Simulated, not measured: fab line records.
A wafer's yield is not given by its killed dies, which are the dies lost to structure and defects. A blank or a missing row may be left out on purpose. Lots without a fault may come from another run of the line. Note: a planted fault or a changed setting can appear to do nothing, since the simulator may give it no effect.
Problem report, 8D (eight disciplines) form, completed by code + flow gf180mcu + the parts of the form that need people (team, actions taken, sign-off) are left out

1. THE PROBLEM
exposure-dose-mJ-cm2 at GF_MVSD_EXPOSE_04 reads a mean of 244.59 on 6 wafers of 2 lots; wafers without a fault read 259.95 with a standard deviation of 0.27. Measured from the usual mean, that is -57 standard deviations.
The step: exposes mask MVSD, target cd 1000 nm.
Seen first at day 7 04:59 on iline-stepper-02, wafer L731.4. The record has a number at this step for 33 wafers belonging to 11 lots. The rule behind "out" and "out of limits": a value lying over 4 standard deviations away from the usual mean. The other wafers with a number count as sound.

2. WHAT IT IS, WHAT IT ISN'T
| question                    | is                     | is not                                                                          |
|-----------------------------|------------------------|---------------------------------------------------------------------------------|
| which readings at this step | exposure-dose-mJ-cm2   | -                                                                               |
| which lots                  | L731, L732             | L719, L720, L721, L722, L723, L726, L738, L740, L741                            |
| which wafers of those lots  | all that have a number | -                                                                               |
| read on which tools         | iline-stepper-02       | iline-stepper-01                                                                |
| when                        | from day 7 04:59       | up to then (18 sound wafers); but 9 sound wafers of L738, L740, L741 came after |

3. THE SUSPECTS, EACH WITH WHAT RULES IT OUT
Counting: any tool at a process step up to the reading is kept as a suspect provided that every lot that is out went through it and no sound lot did after the first of them.
- iline-stepper-02 at GF_MVSD_EXPOSE_04 (exposes mask MVSD, target cd 1000 nm): kept. Every lot that is out went through it, starting with L731 (day 7 04:59), and after that it ran no sound lot; the last sound lot it ran before then is L721 (day 4 15:18). Its own readings are out on those wafers: exposure-dose-mJ-cm2.
Left after counting: iline-stepper-02 at GF_MVSD_EXPOSE_04.

4. THE CAUSE (what the simulator had put in)
Drift in process parameters on iline-stepper-02 at GF_MVSD_EXPOSE_04, starting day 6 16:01. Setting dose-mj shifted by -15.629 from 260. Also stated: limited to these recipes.
This tool alone remained once counting was done.

5. THE CHAIN OF EFFECTS, in route order
Rows list readings where the struck wafers' mean (over those with a number) sits beyond 3 standard deviations from the usual. Only readings whose record carries a usual standard deviation are examined. hours: median over the lots of the time between each lot's start at the first step of this table that gives one and its start at this step. sigmas: the change, counted in usual standard deviations.
| hours | step              | reading              | usual  | on struck wafers | change | sigmas |
|-------|-------------------|----------------------|--------|------------------|--------|--------|
| 0     | GF_MVSD_EXPOSE_04 | exposure-dose-mJ-cm2 | 259.95 | 244.59           | -15.36 | -57    |
The process steps in it:
- GF_MVSD_EXPOSE_04: exposes mask MVSD, target cd 1000 nm.
Later steps that measure or inspect, where all struck wafers having a row at the step show a number for every such reading and not one has moved that far: GF_MVPSD_OVL_MEAS_07.

6. WHAT WOULD HAVE CAUGHT IT SOONER
In this record the first reading out of limits was taken at day 7 04:59, 13 hours after the fault began at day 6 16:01.
